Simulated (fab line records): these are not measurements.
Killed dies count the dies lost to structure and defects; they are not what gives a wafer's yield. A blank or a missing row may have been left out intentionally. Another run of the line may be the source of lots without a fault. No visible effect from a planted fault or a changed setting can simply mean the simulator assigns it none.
fab line records + flow sky130
record:
- lots: 6
- wafers: 18
- last_day: 50
route steps=708 shown LDD_LDN@293 SPACER@304 PAD_OPEN@708
lots with no fault: from the same line, run without faults
start_h: hours from the record's first day to the start of the lot's first wafer shown + wait_h: hours from the lot's prior step to this one + " same as the row above + L1.1+2: one row covering several wafers at once + - no value present, or no start provided + * or withheld: withheld + < > ~ a bound
route shown NAME@n: NAME is a module with steps in the file, n the number in the route of the first one + usual: mean/standard deviation taken from wafers without a fault + same: alike in all rows + chamber/n: place in a boat + sites: each site's reading + _std_site: the values' standard deviation + _edge_site: the outer-site mean with the inner-site mean subtracted + radius_mm: for every site, how far away it sits from the centre of the wafer + mask NAME#n: copy n + behind: the last tool/chamber to shape the wafer + hold: what put the lot on hold/how long, in hours/how the hold closed + device: the n, p or np transistor that did not switch + end of line: the same wafers' tests at the end of the route + where a step has no rows: the recipe by itself + killed: the dies lost at the first sort to structure and to defects; this is not the yield of the wafer + map: a wafer's dies, x killed, . not, _ none there
set.NAME: the setting as run; set.NAME@STEP: as run at that earlier step + model.NAME: the simulator's own value behind a step, which no gauge read
a table for each step, a row for each wafer; lots at some steps of the route
services: when a tool's chamber went out of use (start_h, in hours from the record's first day, below 0 if earlier), for how many hours, and the reason
== steps ==
step: SKY_LDD_LDN_EXPOSE_04
recipe:
- mask_id: LDNTM
- na: 0.6
- source_shape: conventional
- sigma_outer: 0.6
- polarization: unpolarized
- target_cd_nm: 700
- dose_mj: 140
step: SKY_LDD_LDN_PEB_05
recipe:
- temp_c: withheld
- time_s: *
- resist: NOVOLAK
step: SKY_LDD_LDN_DEVELOP_06
recipe:
- resist: NOVOLAK
- developer: TMAH
- develop_time_s: 60
- dev_temp_c: 23
step: SKY_LDD_LDN_OVL_MEAS_07
usual:
- LDD_LDN_OVL: 0.7/1.6
| lot.wafer | tool       | chamber | start_h | wait_h | LDD_LDN_OVL[nm] |
|-----------|------------|---------|---------|--------|-----------------|
| L544.1    | overlay-02 | -       | 527.65  | 0.1    | -0.2            |
| L544.2    | "          | -       | "       | "      | 0.2             |
| L544.4    | "          | -       | "       | "      | 0.3             |
| L548.1    | overlay-02 | -       | 571.20  | 0.1    | -1.0            |
| L548.4    | "          | -       | "       | "      | 0.5             |
| L548.6    | "          | -       | "       | "      | 0.6             |
| L558.2    | overlay-02 | -       | 658.10  | 0.1    | 0.2             |
| L558.5    | "          | -       | "       | "      | 1.0             |
| L558.6    | "          | -       | "       | "      | -1.3            |
| L560.2    | overlay-01 | -       | 664.05  | 0.1    | 1.9             |
| L560.4    | "          | -       | "       | "      | 1.4             |
| L560.6    | "          | -       | "       | "      | 0.6             |
| L561.1    | overlay-02 | -       | 668.25  | 0.1    | -0.8            |
| L561.2    | "          | -       | "       | "      | 1.0             |
| L561.6    | "          | -       | "       | "      | -2.6            |
| L567.1    | overlay-01 | -       | 719.49  | 0.1    | -0.5            |
| L567.2    | "          | -       | "       | "      | -1.0            |
| L567.3    | "          | -       | "       | "      | -0.8            |
step: SKY_LDD_LDN_IMPLANT_08
recipe:
- species: As
- energy_kev: 15
- dose_cm2: 1.25e+13
- tilt_deg: withheld
- rotation_deg: 23
step: SKY_LDD_LDN_IMPLANT_09
recipe:
- species: As
- energy_kev: 15
- dose_cm2: 1.25e+13
- tilt_deg: withheld
- rotation_deg: 113
step: SKY_LDD_LDN_IMPLANT_10
recipe:
- species: As
- energy_kev: 15
- dose_cm2: 1.25e+13
- tilt_deg: withheld
- rotation_deg: 203
step: SKY_LDD_LDN_IMPLANT_11
recipe:
- species: As
- energy_kev: 15
- dose_cm2: 1.25e+13
- tilt_deg: withheld
- rotation_deg: 293
step: SKY_LDD_LDN_STRIP_12
recipe:
- chemistry: O2/N2
- power_w: 1400
- pressure_mtorr: 1500
- platen_temp_c: withheld
- o2_flow_sccm: 3000
- n2_flow_sccm: 300
- overash_fraction: 0.5
usual:
- drypump_motor_current_A: 5.6/0.38
- oes_product_au: 0.716/0.0048
- strip_time_to_endpoint_s: 14.17/0.042
| lot.wafer | tool            | chamber | start_h | wait_h | drypump_motor_current_A | oes_product_au | rf_hours_counter_h | strip_time_to_endpoint_s |
|-----------|-----------------|---------|---------|--------|-------------------------|----------------|--------------------|--------------------------|
| L544.1    | plasma_asher-01 | 0       | 528.28  | 0.1    | 5.9                     | 0.714          | 9                  | 14.23                    |
| L544.2    | "               | 1       | "       | "      | 6.0                     | 0.720          | 9                  | 14.23                    |
| L544.4    | "               | 1       | "       | "      | 6.0                     | 0.713          | -                  | 14.22                    |
| L548.1    | plasma_asher-01 | 1       | 571.83  | 0.1    | 6.0                     | 0.712          | 14                 | 14.15                    |
| L548.4    | "               | 1       | "       | "      | 5.9                     | 0.719          | -                  | 14.11                    |
| L548.6    | "               | 0       | "       | "      | 5.9                     | 0.718          | -                  | 14.15                    |
| L558.2    | plasma_asher-01 | 1       | 658.73  | 0.1    | 6.0                     | 0.720          | 22                 | 14.14                    |
| L558.5    | "               | 0       | "       | "      | 5.9                     | 0.709          | -                  | 14.15                    |
| L558.6    | "               | 1       | "       | "      | 6.0                     | 0.707          | -                  | 14.12                    |
| L560.2    | plasma_asher-01 | 1       | 664.68  | 0.1    | 6.0                     | 0.720          | 23                 | 14.21                    |
| L560.4    | "               | 1       | "       | "      | 6.0                     | 0.724          | -                  | 14.22                    |
| L560.6    | "               | 0       | "       | "      | 5.9                     | 0.715          | -                  | 14.18                    |
| L561.1    | plasma_asher-01 | 0       | 668.88  | 0.1    | 5.9                     | 0.710          | 23                 | 14.18                    |
| L561.2    | "               | 1       | "       | "      | 6.0                     | 0.710          | 23                 | 14.23                    |
| L561.6    | "               | 1       | "       | "      | 6.0                     | 0.721          | -                  | 14.21                    |
| L567.1    | plasma_asher-04 | 1       | 720.13  | 0.1    | 5.6                     | 0.714          | 53                 | 14.18                    |
| L567.2    | "               | 0       | "       | "      | 5.7                     | 0.713          | 53                 | 14.14                    |
| L567.3    | "               | 0       | "       | "      | 5.7                     | 0.705          | -                  | 14.17                    |
step: SKY_LDD_LDN_TW_MEAS_13
usual:
- LDD_LDN_TW: 1465/7.5
| lot.wafer | tool          | chamber | start_h | wait_h | LDD_LDN_TW |
|-----------|---------------|---------|---------|--------|------------|
| L544.1    | film_metro-02 | -       | 528.38  | 0.1    | 1468       |
| L544.2    | "             | -       | "       | "      | 1464       |
| L544.4    | "             | -       | "       | "      | 1468       |
| L548.1    | film_metro-03 | -       | 571.93  | 0.1    | 1466       |
| L548.4    | "             | -       | "       | "      | 1471       |
| L548.6    | "             | -       | "       | "      | 1468       |
| L558.2    | film_metro-01 | -       | 658.84  | 0.1    | 1471       |
| L558.5    | "             | -       | "       | "      | 1470       |
| L558.6    | "             | -       | "       | "      | 1466       |
| L560.2    | film_metro-01 | -       | 664.79  | 0.1    | 1474       |
| L560.4    | "             | -       | "       | "      | 1473       |
| L560.6    | "             | -       | "       | "      | 1464       |
| L561.1    | film_metro-02 | -       | 668.98  | 0.1    | 1460       |
| L561.2    | "             | -       | "       | "      | 1455       |
| L561.6    | "             | -       | "       | "      | 1462       |
| L567.1    | film_metro-03 | -       | 720.23  | 0.1    | 1467       |
| L567.2    | "             | -       | "       | "      | 1465       |
| L567.3    | "             | -       | "       | "      | 1462       |
step: SKY_LDD_LDN_CLEAN_14
recipe:
- chemistry: SC1/SC2
- mix: 1:4:20
- temp_c: 70
- time_s: 150
- dry: n2_spin
step: SKY_SPACER_CVD_00
recipe:
- material: Si3N4
- precursor: DCS/NH3
- target_thk_nm: 43.1
- temp_c: 770
- time_s: 740
- pressure_mtorr: 250
step: SKY_SPACER_THK_MEAS_01
recipe:
- reads: Si3N4_of_SPACER_CVD_00
usual:
- SPACER_CVD_00_THK: 43.1/0.35
| lot.wafer | tool          | chamber | start_h | wait_h | SPACER_CVD_00_THK[nm] |
|-----------|---------------|---------|---------|--------|-----------------------|
| L544.1    | film_metro-03 | -       | 530.15  | 0.0    | 43.1                  |
| L544.2    | "             | -       | "       | "      | 43.0                  |
| L544.4    | "             | -       | "       | "      | 43.3                  |
| L548.1    | film_metro-01 | -       | 575.44  | 0.0    | 43.0                  |
| L548.4    | "             | -       | "       | "      | 42.5                  |
| L548.6    | "             | -       | "       | "      | 42.7                  |
| L558.2    | film_metro-03 | -       | 660.96  | 0.0    | 44.4                  |
| L558.5    | "             | -       | "       | "      | 44.2                  |
| L558.6    | "             | -       | "       | "      | 44.5                  |
| L560.2    | film_metro-03 | -       | 666.11  | 0.0    | 44.0                  |
| L560.4    | "             | -       | "       | "      | 44.3                  |
| L560.6    | "             | -       | "       | "      | 44.4                  |
| L561.1    | film_metro-01 | -       | 672.06  | 0.0    | 42.8                  |
| L561.2    | "             | -       | "       | "      | 42.7                  |
| L561.6    | "             | -       | "       | "      | 42.8                  |
| L567.1    | film_metro-04 | -       | 721.54  | 0.0    | 43.0                  |
| L567.2    | "             | -       | "       | "      | 43.1                  |
| L567.3    | "             | -       | "       | "      | 43.3                  |
step: SKY_SPACER_ETCHBACK_02
recipe:
- chemistry: CH3F/O2
- target: Si3N4
- stop_on: SiO2
- source_w: 400
- bias_w: 80
- pressure_mtorr: 25
- ch3f_flow_sccm: 40
- O2_flow_sccm: 30
- time_s: 46.7
- target_depth_a: 450
usual:
- drypump_motor_current_A: 5.4/0.44
- oes_product_au: 0.855/0.0059
- throttle_valve_pct: 10.562/0.0094
same:
- time_s: 46.7
| lot.wafer | tool        | chamber | start_h | wait_h | drypump_motor_current_A | oes_product_au | rf_hours_counter_h | throttle_valve_pct |
|-----------|-------------|---------|---------|--------|-------------------------|----------------|--------------------|--------------------|
| L544.1    | rie_diel-03 | 3       | 530.21  | 0.1    | 5.5                     | 0.850          | 8                  | 10.573             |
| L544.2    | "           | 2       | "       | "      | 5.2                     | 0.853          | 1                  | 10.541             |
| L544.4    | "           | 1       | "       | "      | 5.9                     | 0.853          | 5                  | 10.552             |
| L548.1    | rie_diel-01 | 1       | 575.50  | 0.1    | 5.6                     | 0.861          | 0                  | 10.556             |
| L548.4    | "           | 3       | "       | "      | 5.8                     | 0.843          | 33                 | 10.578             |
| L548.6    | "           | 3       | "       | "      | 5.8                     | 0.849          | -                  | 10.562             |
| L558.2    | rie_diel-02 | 0       | 661.01  | 0.0    | 5.6                     | 0.854          | 12                 | 10.564             |
| L558.5    | "           | 2       | "       | "      | 4.7                     | 0.861          | -                  | 10.568             |
| L558.6    | "           | 1       | "       | "      | 5.5                     | 0.851          | -                  | 10.554             |
| L560.2    | rie_diel-03 | 1       | 666.16  | 0.0    | 6.0                     | 0.851          | 9                  | 10.555             |
| L560.4    | "           | 3       | "       | "      | 5.6                     | 0.855          | 11                 | 10.560             |
| L560.6    | "           | 1       | "       | "      | 6.0                     | 0.856          | -                  | 10.559             |
| L561.1    | rie_diel-03 | 1       | 672.12  | 0.1    | 6.0                     | 0.850          | 9                  | 10.554             |
| L561.2    | "           | 2       | "       | "      | 5.2                     | 0.850          | 5                  | 10.564             |
| L561.6    | "           | 2       | "       | "      | 5.2                     | 0.850          | -                  | 10.550             |
| L567.1    | rie_diel-03 | 2       | 721.60  | 0.1    | 5.3                     | 0.857          | 6                  | 10.567             |
| L567.2    | "           | 0       | "       | "      | 4.6                     | 0.852          | 9                  | 10.557             |
| L567.3    | "           | 1       | "       | "      | 6.0                     | 0.858          | 10                 | 10.548             |
step: SKY_PAD_OPEN_PROBE_99
usual:
- killed_at_M0_to_M3: 43/7.3
- killed_at_M4_up: 3.6/1.9
- killed_at_contacts: 23/5.3
- killed_at_front_end: 15/4.5
- killed_at_other: 0.3/0.72
- killed_dies: 85/9.4
- killed_open: 46/6.7
- killed_short: 38/6.8
same:
- gross_dies: 492
- killed_at_back_side: 0
| lot.wafer | tool      | chamber | start_h | wait_h | killed_at_M0_to_M3 | killed_at_M4_up | killed_at_contacts | killed_at_front_end | killed_at_other | killed_dies | killed_open | killed_short |
|-----------|-----------|---------|---------|--------|--------------------|-----------------|--------------------|---------------------|-----------------|-------------|-------------|--------------|
| L544.1    | prober-01 | -       | 1076.16 | 0.1    | 46                 | 2               | 28                 | 9                   | 1               | 86          | 53          | 32           |
| L544.2    | prober-01 | -       | 1076.21 | 0.1    | 44                 | 3               | 19                 | 11                  | 0               | 77          | 34          | 43           |
| L544.4    | prober-01 | -       | 1076.31 | 0.2    | 50                 | 3               | 23                 | 10                  | 0               | 86          | 52          | 33           |
killed by level:class
L544.1 VIA1:geometric_particle:open=12 CONTACT:geometric_particle:open=10 VIA2:geometric_particle:open=8 LI_CONTACT:geometric_particle:open=7 VIA3:geometric_particle:open=5 LOCAL_INTERCONNECT:geometric_particle:short=4 VIA3:geometric_particle:short=4 METAL1:geometric_particle:short=4
L544.2 VIA3:geometric_particle:open=8 VIA2:geometric_particle:open=6 VIA1:geometric_particle:open=6 METAL2:geometric_particle:short=6 LOCAL_INTERCONNECT:geometric_particle:short=5 CONTACT:geometric_particle:open=5 METAL1:geometric_particle:short=5 VIA3:geometric_particle:short=5
L544.4 VIA1:geometric_particle:open=15 LI_CONTACT:geometric_particle:open=11 VIA2:geometric_particle:open=8 METAL2:geometric_particle:short=7 METAL2:geometric_particle:open=4 VIA3:geometric_particle:open=4 METAL1:geometric_particle:short=4 VIA2:geometric_particle:short=4
== services ==
| tool            | chamber | start_h | hours | kind           |
|-----------------|---------|---------|-------|----------------|
| rie_diel-01     | 1       | 506.51  | 32.1  | repair         |
| rie_diel-02     | -       | 510.00  | 28.1  | pm             |
| rie_diel-02     | 2       | 538.10  | -     | clean          |
| rie_diel-02     | 2       | 538.10  | 28.5  | scheduled_down |
| rie_diel-02     | 2       | 538.10  | 28.5  | vent_cycle     |
| rie_diel-01     | 1       | 538.57  | -     | clean          |
| rie_diel-01     | 1       | 538.57  | 20.4  | scheduled_down |
| rie_diel-01     | 1       | 538.57  | 20.4  | vent_cycle     |
| rie_diel-01     | -       | 579.46  | 14.6  | pm             |
| rie_diel-03     | 1       | 606.06  | 2.7   | repair         |
| rie_diel-01     | 3       | 606.34  | 2.9   | repair         |
| plasma_asher-04 | -       | 624.79  | 3.3   | repair         |
| plasma_asher-01 | -       | 635.72  | 3.7   | repair         |
| rie_diel-03     | 2       | 650.18  | 1.9   | repair         |
| rie_diel-03     | 3       | 658.04  | 6.2   | repair         |
| rie_diel-02     | 1       | 662.83  | 3.7   | repair         |
| rie_diel-02     | 2       | 672.20  | 18.6  | repair         |
| rie_diel-01     | 3       | 682.79  | 4.6   | repair         |
| plasma_asher-04 | -       | 684.90  | 11.5  | repair         |
| rie_diel-02     | 0       | 701.13  | 4.1   | repair         |
| rie_diel-01     | 3       | 709.03  | 5.8   | repair         |
== key ==
first_sign:
- step: SKY_SPACER_THK_MEAS_01
- reading: SPACER_CVD_00_THK
- direction: up
- sigmas: 3.2
- usual: 43.1
- struck: 44.3
effect none on later readings
met_at SKY_SPACER_THK_MEAS_01
struck_wafers L558.2,L558.5,L558.6,L560.2,L560.4,L560.6
tester_left_out L558,L560
onset_between 530.15 660.96
also_fits SKY_LDD_LDN_TW_MEAS_13:film_metro-01
fault:
- kind: metrology_matching_offset
- tool: film_metro-03
- chamber: -
- onset_h: 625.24
- steps: SKY_SPACER_THK_MEAS_01
- param: thk_nm
- offset: 1.072
tester_left_out: of these lots the tester's yield and bins aren't shown, on N5 and GAA mostly nor the transistor test; their killed dies are dies lost to structure and defects alone, not to doping, threshold or leakage, so they don't give the yield
